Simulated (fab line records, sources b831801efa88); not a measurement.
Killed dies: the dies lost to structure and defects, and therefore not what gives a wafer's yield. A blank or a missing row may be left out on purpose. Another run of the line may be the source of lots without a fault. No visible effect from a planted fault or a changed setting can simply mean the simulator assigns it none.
fab line records || flow sky130
[record] {"lots": 4, "wafers": 12, "last-day": 49}
route steps=708 shown CONTACT@425 METAL1@434 VIA1@458 PAD_OPEN@708
lots with no fault: from the same line, run without faults
start-h: the number of hours between the record's first day and the start of the first shown wafer of the lot || wait-h: hours elapsed since this lot's preceding step || " repeats the value in the row above || L1.1+2: one row covering several wafers at once || - no value, or no start was given || * or withheld: withheld || < > ~ a bound
route shown NAME@n: NAME is a module with steps in the file, n the number in the route of the first one || usual: mean and standard deviation over wafers with no fault || same: alike in all rows || chamber/n: place in a boat || sites: readings site by site || _std_site: how widely they spread, as a standard deviation || _edge_site: inner sites' mean taken away from outer sites' mean || radius-mm: how far each site lies from the wafer's centre || mask NAME#n: copy n || behind: the most recent tool/chamber to have shaped the wafer || hold: reason for holding the lot/hours on hold/outcome of the hold || device: the n, p or np transistor that did not switch || end of line: tests of these same wafers at the route's end || step lacking rows: just its recipe || killed: the dies lost at the first sort to structure and to defects; this is not the yield of the wafer || map: per-die view of a wafer (x killed, . not killed, _ where there is no die)
set.NAME: the run value of the setting; set.NAME@STEP: its run value at that earlier step || model.NAME: the simulator's own value behind a step, which no gauge read
lots at some steps of the route; a table a step, a row a wafer
services: when a tool's chamber went out of use (start-h, in hours from the record's first day, below 0 if earlier), for how many hours, and the reason
[[steps]]
[step SKY_CONTACT_STRIP_19]
[recipe] {"chemistry": "O2/N2", "power-w": 1372, "pressure-mtorr": 1500, "platen-temp-c": "withheld", "o2-flow-sccm": 3000, "n2-flow-sccm": 300, "overash-fraction": 0.5}
[step SKY_CONTACT_STRIP_20]
[recipe] {"chemistry": "post-etch-residue-remover", "time-s": 1200, "temp-c": 72.5}
[step SKY_CONTACT_CLEAN_21]
[recipe] {"chemistry": "IPA", "time-s": 180, "temp-c": 25}
[step SKY_CONTACT_CLEAN_22]
[recipe] {"chemistry": "O3/DIW", "dry": "n2-spin"}
[step SKY_CONTACT_SPUTTER_23]
[recipe] {"material": "TiN", "target-thk-nm": 20, "chamber-pressure-pa": 5, "power-w": 4000, "time-s": 80}
[step SKY_CONTACT_CVD_24]
[recipe] {"material": "W", "target-thk-nm": 340, "time-s": 102.12, "temp-c": 400, "pressure-torr": 40}
[step SKY_CONTACT_CMP_27]
[recipe] {"stop-on": "SiO2", "t-overpolish-s": 15, "down-force-psi": 3.5, "platen-rpm": 60, "target-thk-nm": 0, "pad-velocity-m-s": 0.94248}
[step SKY_METAL1_SPUTTER_00]
[recipe] {"material": "Ti", "target-thk-nm": 15, "power-w": 3000, "time-s": 10, "chamber-pressure-pa": 0.4}
[step SKY_METAL1_SPUTTER_01]
[recipe] {"material": "TiN", "target-thk-nm": 20, "power-w": 6500, "time-s": 16.7, "chamber-pressure-pa": 0.4}
[step SKY_METAL1_SPUTTER_02]
[recipe] {"material": "AlCu", "target-thk-nm": 250, "power-w": 10600, "time-s": 13.3, "chamber-pressure-pa": 0.4}
[step SKY_METAL1_SPUTTER_03]
[recipe] {"material": "Ti", "target-thk-nm": 5, "power-w": 3000, "time-s": 3.3, "chamber-pressure-pa": 0.4}
[usual] {"chamber-pressure-pa": "0.3999/0.00082", "throttle-valve-pct": "30.3/1.4"}
{"lot.wafer": "L547.3", "tool": "pvd-sputter-02", "chamber": "-", "start-h": 744.87, "wait-h": 0.0, "chamber-pressure-pa": 0.3993, "throttle-valve-pct": 29.4}
{"lot.wafer": "L547.4", "tool": "pvd-sputter-02", "chamber": "-", "start-h": 744.87, "wait-h": 0.0, "chamber-pressure-pa": 0.4003, "throttle-valve-pct": 28.5}
{"lot.wafer": "L547.5", "tool": "pvd-sputter-02", "chamber": "-", "start-h": 744.87, "wait-h": 0.0, "chamber-pressure-pa": 0.3985, "throttle-valve-pct": 28.5}
{"lot.wafer": "L549.1", "tool": "pvd-sputter-03", "chamber": "-", "start-h": 762.68, "wait-h": 0.0, "chamber-pressure-pa": 0.3985, "throttle-valve-pct": 30.9}
{"lot.wafer": "L549.3", "tool": "pvd-sputter-03", "chamber": "-", "start-h": 762.68, "wait-h": 0.0, "chamber-pressure-pa": 0.3996, "throttle-valve-pct": 29.0}
{"lot.wafer": "L549.6", "tool": "pvd-sputter-03", "chamber": "-", "start-h": 762.68, "wait-h": 0.0, "chamber-pressure-pa": 0.3987, "throttle-valve-pct": 30.8}
{"lot.wafer": "L560.1", "tool": "pvd-sputter-02", "chamber": "-", "start-h": 841.92, "wait-h": 0.0, "chamber-pressure-pa": 0.3999, "throttle-valve-pct": 30.0}
{"lot.wafer": "L560.3", "tool": "pvd-sputter-02", "chamber": "-", "start-h": 841.92, "wait-h": 0.0, "chamber-pressure-pa": 0.3995, "throttle-valve-pct": 29.5}
{"lot.wafer": "L560.6", "tool": "pvd-sputter-02", "chamber": "-", "start-h": 841.92, "wait-h": 0.0, "chamber-pressure-pa": 0.3991, "throttle-valve-pct": 32.2}
{"lot.wafer": "L562.1", "tool": "pvd-sputter-02", "chamber": "-", "start-h": 856.36, "wait-h": 0.0, "chamber-pressure-pa": 0.4002, "throttle-valve-pct": 29.8}
{"lot.wafer": "L562.2", "tool": "pvd-sputter-02", "chamber": "-", "start-h": 856.36, "wait-h": 0.0, "chamber-pressure-pa": 0.3999, "throttle-valve-pct": 29.3}
{"lot.wafer": "L562.3", "tool": "pvd-sputter-02", "chamber": "-", "start-h": 856.36, "wait-h": 0.0, "chamber-pressure-pa": 0.3990, "throttle-valve-pct": 28.5}
[step SKY_METAL1_SPUTTER_04]
[recipe] {"material": "TiN", "target-thk-nm": 70, "power-w": 6500, "time-s": 58.3, "chamber-pressure-pa": 0.4}
[step SKY_METAL1_DEHYDRATE_07]
[recipe] {"temp-c": 200, "time-s": 60}
[step SKY_METAL1_HMDS_08]
[recipe] {"prime-time-s": 60, "prime-temp-c": 120}
[step SKY_METAL1_COAT_09]
[recipe] {"resist": "BARC", "temp-c": "withheld", "time-s": "withheld", "spin-rpm": 3000, "resist-thk-nm": 60}
[step SKY_METAL1_COAT_10]
[recipe] {"resist": "KrF-thick", "spin-rpm": 3000, "resist-thk-nm": 450}
[step SKY_METAL1_SOFTBAKE_11]
[recipe] {"temp-c": 100.8, "time-s": 90, "resist": "KrF-thick"}
[step SKY_METAL1_EXPOSE_12]
[recipe] {"mask-id": "MM1", "na": 0.8, "source-shape": "annular", "sigma-inner": 0.55, "sigma-outer": 0.85, "target-cd-nm": 140, "dose-mj": 28}
[step SKY_METAL1_PEB_13]
[recipe] {"peb-temp-c": "withheld", "peb-time-s": "withheld", "resist": "KrF-thick"}
[step SKY_METAL1_DEVELOP_14]
[recipe] {"develop-time-s": 60, "resist": "KrF-thick", "dev-temp-c": 21}
[step SKY_METAL1_DESCUM_17]
[recipe] {"chemistry": "O2", "source-power-w": 150, "bias-power-w": 0, "pressure-mtorr": 10, "temp-c": 40, "time-s": 8}
[step SKY_METAL1_ETCH_18]
[recipe] {"chemistry": "N2/H2", "target": "BARC", "ion-energy-ev": 200, "bias-w": 100, "pressure-mtorr": 30, "n2-flow-sccm": 100, "h2-flow-sccm": 200, "icp-w": 500, "stop-on": "SiO2", "time-s": 45.9, "target-depth-a": 600}
[step SKY_METAL1_METAL_ETCH_19]
[recipe] {"target-depth-a": 3600, "stop-on": "SiO2", "over-etch-frac": 0.3, "time-s": 78, "chemistry": "Cl2/BCl3", "resist-sidewall-deg": 88, "pressure-mtorr": 10, "icp-w": 900, "bias-w": 48.5, "Cl2_flow_sccm": 60, "bcl3-flow-sccm": 30}
[step SKY_METAL1_STRIP_20]
[recipe] {"chemistry": "O2/N2", "power-w": 1400, "pressure-mtorr": 1500, "platen-temp-c": "withheld", "o2-flow-sccm": 3000, "n2-flow-sccm": 300, "overash-fraction": 0.5}
[step SKY_METAL1_STRIP_21]
[recipe] {"chemistry": "post-etch-residue-remover", "time-s": 1200, "temp-c": 72.5}
[step SKY_METAL1_CLEAN_22]
[recipe] {"chemistry": "IPA", "time-s": 180, "temp-c": 25}
[step SKY_METAL1_CLEAN_23]
[recipe] {"chemistry": "O3/DIW", "dry": "n2-spin"}
[step SKY_VIA1_HDPCVD_00]
[recipe] {"material": "SiO2", "target-thk-nm": 1030, "sigma-open-frac": 0.3, "time-s": 171.7, "temp-c": 400, "sih4-flow-sccm": 60, "pressure-mtorr": 6}
[step SKY_VIA1_CMP_02]
[recipe] {"material": "SiO2", "down-force-psi": 4, "platen-rpm": 60, "pad-velocity-m-s": 0.94248}
[step SKY_VIA1_DEHYDRATE_04]
[recipe] {"temp-c": 200, "time-s": 60}
[step SKY_VIA1_HMDS_05]
[recipe] {"prime-time-s": 60, "prime-temp-c": 120}
[step SKY_VIA1_COAT_06]
[recipe] {"resist": "BARC", "temp-c": "withheld", "time-s": "withheld", "spin-rpm": 3000, "resist-thk-nm": 60}
[step SKY_VIA1_COAT_07]
[recipe] {"resist": "KrF-thick", "spin-rpm": 3000, "resist-thk-nm": 450}
[step SKY_VIA1_SOFTBAKE_08]
[recipe] {"temp-c": 100, "time-s": 90, "resist": "KrF-thick"}
[step SKY_PAD_OPEN_PROBE_99]
[usual] {"defect-limited-yield": "82.6/2", "killed_at_M0_to_M3": "43/7.1", "killed_at_M4_up": "3.0/1.9", "killed-at-contacts": "24/5", "killed-at-front-end": "15/4.3", "killed-at-other": "0.3/0.5", "killed-dies": "85/9.6", "killed-open": "46/7.1", "killed-short": "39/6.8", "sort_bin_3_pad_short": "0.9/0.42", "sort_bin_5_function": "10.2/1.4", "sort_bin_6_memory": "6.3/1.2", "sort-n-pass": "407/9.6", "sort-yield-pct": "82.6/2"}
[same] {"gross-dies": 492, "killed-at-back-side": 0, "sort_bin_4_leakage[%]": 0, "sort_bin_8_speed[%]": 0}
{"lot.wafer": "L547.3", "tool": "prober-01", "chamber": "-", "start-h": 1078.02, "wait-h": 0.2, "defect-limited-yield[%]": 80.9, "killed_at_M0_to_M3": 45, "killed_at_M4_up": 4, "killed-at-contacts": 29, "killed-at-front-end": 16, "killed-at-other": 0, "killed-dies": 94, "killed-open": 44, "killed-short": 50, "sort_bin_3_pad_short[%]": 1.8, "sort_bin_5_function[%]": 11.6, "sort_bin_6_memory[%]": 5.7, "sort-n-pass": 398, "sort-yield-pct[%]": 80.9, "model.etest.tester.sort-n-pass": 398, "model.etest.tester.sort-yield-pct": 80.89, "model.etest.tester.sort_bin_5_pct": 11.59, "model.etest.tester.sort_bin_3_pct": 1.829}
{"lot.wafer": "L547.4", "tool": "prober-01", "chamber": "-", "start-h": 1078.07, "wait-h": 0.2, "defect-limited-yield[%]": 83.1, "killed_at_M0_to_M3": 33, "killed_at_M4_up": 2, "killed-at-contacts": 31, "killed-at-front-end": 16, "killed-at-other": 1, "killed-dies": 83, "killed-open": 46, "killed-short": 37, "sort_bin_3_pad_short[%]": 0.8, "sort_bin_5_function[%]": 9.3, "sort_bin_6_memory[%]": 6.7, "sort-n-pass": 409, "sort-yield-pct[%]": 83.1, "model.etest.tester.sort-n-pass": 409, "model.etest.tester.sort-yield-pct": 83.13, "model.etest.tester.sort_bin_5_pct": 9.35, "model.etest.tester.sort_bin_3_pct": 0.813}
{"lot.wafer": "L547.5", "tool": "prober-01", "chamber": "-", "start-h": 1078.12, "wait-h": 0.2, "defect-limited-yield[%]": 85.4, "killed_at_M0_to_M3": 37, "killed_at_M4_up": 3, "killed-at-contacts": 18, "killed-at-front-end": 14, "killed-at-other": 0, "killed-dies": 72, "killed-open": 45, "killed-short": 27, "sort_bin_3_pad_short[%]": 0.4, "sort_bin_5_function[%]": 9.8, "sort_bin_6_memory[%]": 4.5, "sort-n-pass": 420, "sort-yield-pct[%]": 85.4, "model.etest.tester.sort-n-pass": 420, "model.etest.tester.sort-yield-pct": 85.37, "model.etest.tester.sort_bin_5_pct": 9.756, "model.etest.tester.sort_bin_3_pct": 0.4065}
{"lot.wafer": "L549.1", "tool": "prober-02", "chamber": "-", "start-h": 1094.67, "wait-h": 0.1, "defect-limited-yield[%]": 83.1, "killed_at_M0_to_M3": 41, "killed_at_M4_up": 4, "killed-at-contacts": 22, "killed-at-front-end": 16, "killed-at-other": 0, "killed-dies": 83, "killed-open": 48, "killed-short": 35, "sort_bin_3_pad_short[%]": 0.4, "sort_bin_5_function[%]": 11.0, "sort_bin_6_memory[%]": 5.5, "sort-n-pass": 409, "sort-yield-pct[%]": 83.1, "model.etest.tester.sort-n-pass": 409, "model.etest.tester.sort-yield-pct": 83.13, "model.etest.tester.sort_bin_5_pct": 10.98, "model.etest.tester.sort_bin_3_pct": 0.4065}
{"lot.wafer": "L549.3", "tool": "prober-02", "chamber": "-", "start-h": 1094.77, "wait-h": 0.2, "defect-limited-yield[%]": 83.7, "killed_at_M0_to_M3": 40, "killed_at_M4_up": 4, "killed-at-contacts": 21, "killed-at-front-end": 14, "killed-at-other": 1, "killed-dies": 80, "killed-open": 41, "killed-short": 39, "sort_bin_3_pad_short[%]": 1.0, "sort_bin_5_function[%]": 6.5, "sort_bin_6_memory[%]": 8.7, "sort-n-pass": 412, "sort-yield-pct[%]": 83.7, "model.etest.tester.sort-n-pass": 412, "model.etest.tester.sort-yield-pct": 83.74, "model.etest.tester.sort_bin_5_pct": 6.504, "model.etest.tester.sort_bin_3_pct": 1.016}
{"lot.wafer": "L549.6", "tool": "prober-02", "chamber": "-", "start-h": 1094.92, "wait-h": 0.2, "defect-limited-yield[%]": 85.0, "killed_at_M0_to_M3": 39, "killed_at_M4_up": 2, "killed-at-contacts": 20, "killed-at-front-end": 13, "killed-at-other": 0, "killed-dies": 74, "killed-open": 41, "killed-short": 33, "sort_bin_3_pad_short[%]": 0.8, "sort_bin_5_function[%]": 10.0, "sort_bin_6_memory[%]": 4.3, "sort-n-pass": 418, "sort-yield-pct[%]": 85.0, "model.etest.tester.sort-n-pass": 418, "model.etest.tester.sort-yield-pct": 84.96, "model.etest.tester.sort_bin_5_pct": 9.959, "model.etest.tester.sort_bin_3_pct": 0.813}
{"lot.wafer": "L560.1", "tool": "prober-01", "chamber": "-", "start-h": 1152.93, "wait-h": 0.1, "defect-limited-yield[%]": 70.7, "killed_at_M0_to_M3": 93, "killed_at_M4_up": 3, "killed-at-contacts": 26, "killed-at-front-end": 21, "killed-at-other": 1, "killed-dies": 144, "killed-open": 48, "killed-short": 42, "sort_bin_3_pad_short[%]": 3.9, "sort_bin_5_function[%]": 18.1, "sort_bin_6_memory[%]": 7.3, "sort-n-pass": 348, "sort-yield-pct[%]": 70.7, "model.etest.tester.sort-n-pass": 348, "model.etest.tester.sort-yield-pct": 70.73, "model.etest.tester.sort_bin_5_pct": 18.09, "model.etest.tester.sort_bin_3_pct": 3.862}
{"lot.wafer": "L560.3", "tool": "prober-01", "chamber": "-", "start-h": 1153.03, "wait-h": 0.2, "defect-limited-yield[%]": 80.7, "killed_at_M0_to_M3": 66, "killed_at_M4_up": 2, "killed-at-contacts": 16, "killed-at-front-end": 11, "killed-at-other": 0, "killed-dies": 95, "killed-open": 37, "killed-short": 29, "sort_bin_3_pad_short[%]": 2.6, "sort_bin_5_function[%]": 11.2, "sort_bin_6_memory[%]": 5.5, "sort-n-pass": 397, "sort-yield-pct[%]": 80.7, "model.etest.tester.sort-n-pass": 397, "model.etest.tester.sort-yield-pct": 80.69, "model.etest.tester.sort_bin_5_pct": 11.18, "model.etest.tester.sort_bin_3_pct": 2.642}
{"lot.wafer": "L560.6", "tool": "prober-01", "chamber": "-", "start-h": 1153.18, "wait-h": 0.2, "defect-limited-yield[%]": 74.8, "killed_at_M0_to_M3": 80, "killed_at_M4_up": 3, "killed-at-contacts": 25, "killed-at-front-end": 16, "killed-at-other": 0, "killed-dies": 124, "killed-open": 44, "killed-short": 40, "sort_bin_3_pad_short[%]": 4.3, "sort_bin_5_function[%]": 13.8, "sort_bin_6_memory[%]": 7.1, "sort-n-pass": 368, "sort-yield-pct[%]": 74.8, "model.etest.tester.sort-n-pass": 368, "model.etest.tester.sort-yield-pct": 74.8, "model.etest.tester.sort_bin_5_pct": 13.82, "model.etest.tester.sort_bin_3_pct": 4.268}
{"lot.wafer": "L562.1", "tool": "prober-01", "chamber": "-", "start-h": 1172.49, "wait-h": 0.1, "defect-limited-yield[%]": 73.6, "killed_at_M0_to_M3": 99, "killed_at_M4_up": 2, "killed-at-contacts": 20, "killed-at-front-end": 9, "killed-at-other": 0, "killed-dies": 130, "killed-open": 33, "killed-short": 38, "sort_bin_3_pad_short[%]": 4.7, "sort_bin_5_function[%]": 16.9, "sort_bin_6_memory[%]": 4.9, "sort-n-pass": 362, "sort-yield-pct[%]": 73.6, "model.etest.tester.sort-n-pass": 362, "model.etest.tester.sort-yield-pct": 73.58, "model.etest.tester.sort_bin_5_pct": 16.87, "model.etest.tester.sort_bin_3_pct": 4.675}
{"lot.wafer": "L562.2", "tool": "prober-01", "chamber": "-", "start-h": 1172.54, "wait-h": 0.1, "defect-limited-yield[%]": 78.9, "killed_at_M0_to_M3": 64, "killed_at_M4_up": 3, "killed-at-contacts": 23, "killed-at-front-end": 14, "killed-at-other": 0, "killed-dies": 104, "killed-open": 33, "killed-short": 43, "sort_bin_3_pad_short[%]": 2.0, "sort_bin_5_function[%]": 13.4, "sort_bin_6_memory[%]": 5.7, "sort-n-pass": 388, "sort-yield-pct[%]": 78.9, "model.etest.tester.sort-n-pass": 388, "model.etest.tester.sort-yield-pct": 78.86, "model.etest.tester.sort_bin_5_pct": 13.41, "model.etest.tester.sort_bin_3_pct": 2.033}
{"lot.wafer": "L562.3", "tool": "prober-01", "chamber": "-", "start-h": 1172.59, "wait-h": 0.2, "defect-limited-yield[%]": 71.3, "killed_at_M0_to_M3": 96, "killed_at_M4_up": 1, "killed-at-contacts": 27, "killed-at-front-end": 17, "killed-at-other": 0, "killed-dies": 141, "killed-open": 51, "killed-short": 34, "sort_bin_3_pad_short[%]": 3.5, "sort_bin_5_function[%]": 17.1, "sort_bin_6_memory[%]": 8.1, "sort-n-pass": 351, "sort-yield-pct[%]": 71.3, "model.etest.tester.sort-n-pass": 351, "model.etest.tester.sort-yield-pct": 71.34, "model.etest.tester.sort_bin_5_pct": 17.07, "model.etest.tester.sort_bin_3_pct": 3.455}
// killed by level:class
L547.3 VIA1:geometric-particle:open=13 CONTACT:geometric-particle:short=8 VIA1:geometric-particle:short=8 FIELD_ISO:geometric-particle:short=7 LI_CONTACT:geometric-particle:open=7 LOCAL_INTERCONNECT:geometric-particle:short=7 VIA2:geometric-particle:open=7 METAL1:geometric-particle:short=5
L547.4 CONTACT:geometric-particle:open=13 VIA1:geometric-particle:open=9 FIELD_ISO:geometric-particle:short=6 LI_CONTACT:geometric-particle:open=6 VIA3:geometric-particle:open=5 FIELD_ISO:geometric-particle:open=4 LI_CONTACT:geometric-particle:short=4 LOCAL_INTERCONNECT:geometric-particle:short=4
L547.5 VIA3:geometric-particle:open=10 VIA1:geometric-particle:open=8 CONTACT:geometric-particle:open=6 VIA2:geometric-particle:open=6 LI_CONTACT:geometric-particle:open=5 FIELD_ISO:geometric-particle:open=3 FIELD_ISO:geometric-particle:short=3 POLY_GATE:geometric-particle:short=3
L549.1 LI_CONTACT:geometric-particle:open=9 VIA1:geometric-particle:open=8 CONTACT:geometric-particle:open=8 VIA2:geometric-particle:open=7 VIA1:geometric-particle:short=5 FIELD_ISO:geometric-particle:short=4 POLY_GATE:geometric-particle:open=4 LOCAL_INTERCONNECT:geometric-particle:short=4
L549.3 VIA1:geometric-particle:open=16 CONTACT:geometric-particle:open=7 LOCAL_INTERCONNECT:geometric-particle:short=5 FIELD_ISO:geometric-particle:short=4 LI_CONTACT:geometric-particle:short=4 METAL4:geometric-particle:short=4 VIA3:geometric-particle:open=4 METAL2:geometric-particle:short=4
L549.6 LI_CONTACT:geometric-particle:open=10 METAL1:geometric-particle:short=8 VIA3:geometric-particle:open=7 FIELD_ISO:geometric-particle:open=5 CONTACT:geometric-particle:open=5 FIELD_ISO:geometric-particle:short=4 VIA1:geometric-particle:short=4 METAL2:geometric-particle:short=4
L560.1 METAL1:unspecified=54 CONTACT:geometric-particle:open=12 FIELD_ISO:geometric-particle:short=7 VIA2:geometric-particle:open=7 LI_CONTACT:geometric-particle:open=7 VIA3:geometric-particle:short=7 VIA1:geometric-particle:open=6 FIELD_ISO:geometric-particle:open=4
L560.3 METAL1:unspecified=29 VIA1:geometric-particle:open=8 LI_CONTACT:geometric-particle:open=5 CONTACT:geometric-particle:open=5 VIA1:geometric-particle:short=5 METAL2:geometric-particle:short=5 VIA3:geometric-particle:open=5 FIELD_ISO:geometric-particle:open=4
L560.6 METAL1:unspecified=40 VIA3:geometric-particle:open=10 CONTACT:geometric-particle:open=7 LI_CONTACT:geometric-particle:open=7 CONTACT:geometric-particle:short=7 VIA1:geometric-particle:open=7 VIA1:geometric-particle:short=6 FIELD_ISO:geometric-particle:short=5
L562.1 METAL1:unspecified=59 VIA1:geometric-particle:open=8 LI_CONTACT:geometric-particle:open=6 CONTACT:geometric-particle:open=6 VIA1:geometric-particle:short=6 METAL2:geometric-particle:short=6 METAL1:geometric-particle:short=5 CONTACT:geometric-particle:short=4
L562.2 METAL1:unspecified=28 CONTACT:geometric-particle:open=7 METAL1:geometric-particle:short=6 VIA2:geometric-particle:open=6 LI_CONTACT:geometric-particle:open=5 VIA1:geometric-particle:open=5 POLY_GATE:geometric-particle:short=4 LI_CONTACT:geometric-particle:short=4
L562.3 METAL1:unspecified=56 VIA1:geometric-particle:open=12 CONTACT:geometric-particle:open=11 LI_CONTACT:geometric-particle:open=8 POLY_GATE:geometric-particle:short=6 VIA2:geometric-particle:open=6 POLY_GATE:geometric-particle:open=5 METAL2:geometric-particle:short=5
// map L560.1 (x killed, . not)
__________......x..._________
________....x.xx...x.._______
______x........x......x._____
_____.x...x......x.....x.____
____.......x.......x......___
___..x...xx........x..x....__
__.....x......x....x........_
_..x......x....x...x....xxxx.
_xx...x..........x...xxxxxx..
_.....x.........x.xx.xxxxxxx.
_...x..x......x.x.x.xxxxxxxxx
_..x.....x..xx.....xxxxxxxxxx
_...x...............xxxxxxxxx
_x.....x......x.x...xxxxxxxxx
_x...x........x.x.x....xxx...
__....xxx..x.....x........x._
___...x..x.x.......x...x...__
____xx..xx....x.......x...___
_____x...x.x...x..x.x....____
______x.xx..x....x...x.._____
________..x..x..x.x..._______
__________.....x...._________
// map L562.3 (x killed, . not)
__________........x._________
________......x.x.x..._______
______....x.x..........._____
_____.xx...x.....x.x.....____
____.........x.x.x........___
___...............x....x...__
__xx...........x....x...x..x_
_.....xxx........x...x..x..xx
_........x.........x.x.xxxxxx
_.x..................xxxxxxxx
_.x....xx.........x...xxxxxxx
_............x.......xxxxxxxx
_...x..x....x..x.x...xxxxxxxx
_x.xxx.xx..x...x.x...xxxxxxxx
_..............x......xx.xxxx
__.x.x.x....x...x...xxxxxxx._
___........x.x....x......xx__
____..x...............x.xx___
_____.......x.x.xx.......____
______...x...x.x.x...x.._____
________....x.x......x_______
__________...x..x.x._________
[[services]]
{"tool": "pvd-sputter-03", "chamber": "-", "start-h": 733.18, "hours": 5.5, "kind": "repair"}
{"tool": "pvd-sputter-03", "chamber": "-", "start-h": 771.11, "hours": 24.2, "kind": "repair"}
{"tool": "pvd-sputter-02", "chamber": 3, "start-h": 855.94, "hours": "-", "kind": "consumable-replace:kit"}
{"tool": "pvd-sputter-02", "chamber": 3, "start-h": 855.94, "hours": 18.0, "kind": "scheduled-down"}
{"tool": "pvd-sputter-02", "chamber": 3, "start-h": 855.94, "hours": 18.0, "kind": "vent-cycle"}
[[key]]
[first-sign] {"step": "SKY_PAD_OPEN_PROBE_99", "reading": "sort_bin_3_pad_short", "direction": "up", "sigmas": 6.2, "usual": 0.9, "struck": 3.5}
[effect] {"step": "SKY_PAD_OPEN_PROBE_99", "reading": "killed_at_M0_to_M3", "direction": "up", "sigmas": 5.7, "usual": 43, "struck": 83}
[model-effect] {"step": "SKY_PAD_OPEN_PROBE_99", "value": "etest.tester.sort-n-pass", "without": 408.3, "struck": 369}
met-at SKY_METAL1_SPUTTER_03
struck-wafers L560.1,L560.3,L560.6,L562.1,L562.2,L562.3
onset-between 744.87 841.92
also-fits time
[fault] {"kind": "chamber-particle-source", "tool": "pvd-sputter-02", "chamber": "-", "onset-h": 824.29, "steps": "SKY_METAL1_SPUTTER_03", "rate-per-visit-cm2": 1.3352, "end-h": 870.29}
